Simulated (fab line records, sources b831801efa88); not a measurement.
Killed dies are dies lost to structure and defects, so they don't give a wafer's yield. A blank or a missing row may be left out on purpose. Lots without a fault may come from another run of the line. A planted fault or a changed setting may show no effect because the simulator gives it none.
Chamber matching | flow gf180mcu | GF_V1_CMP_04 on cmp-02: 4 sister chambers
The step polishes SiO2. 8 wafers are shown with their chamber, then 8 later ones without.

WAFERS WITH THEIR CHAMBER
wafer  | chamber | motor_current_A (A) | time_to_endpoint_s (s)
L381.6 | 0       | 13.3                | 89
L382.4 | 2       | 13.3                | 82
L382.5 | 0       | 12.7                | 82
L396.2 | 3       | 14.4                | 77
L397.1 | 1       | 11.6                | 65
L397.3 | 2       | 12.4                | 73
L397.4 | 3       | 15.3                | 74
L399.1 | 1       | 11.2                | 73

WAFERS WITHOUT THEIR CHAMBER
wafer  | motor_current_A (A) | time_to_endpoint_s (s)
L399.3 | 12.7                | 75
L399.6 | 15.6                | 76
L400.2 | 11.8                | 79
L400.3 | 12.4                | 79
L400.5 | 12.8                | 91
L401.1 | 11.7                | 72
L401.3 | 11.9                | 76
L401.4 | 15.0                | 73

WHICH CHAMBER EACH WENT THROUGH
wafer  | from the rows above          | in truth
L399.3 | can't be placed: 2 or 0      | 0
L399.6 | 3                            | 3
L400.2 | can't be placed: 2 or 1 or 0 | 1
L400.3 | can't be placed: 2 or 0 or 1 | 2
L400.5 | can't be placed: 0 or 2      | 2
L401.1 | can't be placed: 1 or 2      | 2
L401.3 | can't be placed: 1 or 2 or 0 | 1
L401.4 | 3                            | 3
Placed correctly: 2 of 8. Can't be placed from these rows: 6 (the true chamber is among the candidates in 6). Placed wrongly: 0.
How it was worked out, from the rows above alone: a wafer's distance from a chamber is the root of the sum, over the readings, of the square of ((its reading less the chamber's mean) divided by the reading's scatter). The wafer belongs to the nearest chamber; if the next one is less than 2 further off, it can't be placed. A chamber's mean is the mean of its shown wafers. The scatter: the root of (the sum of the squares of (reading less its chamber's mean) over the shown wafers, divided by (wafers less chambers)).
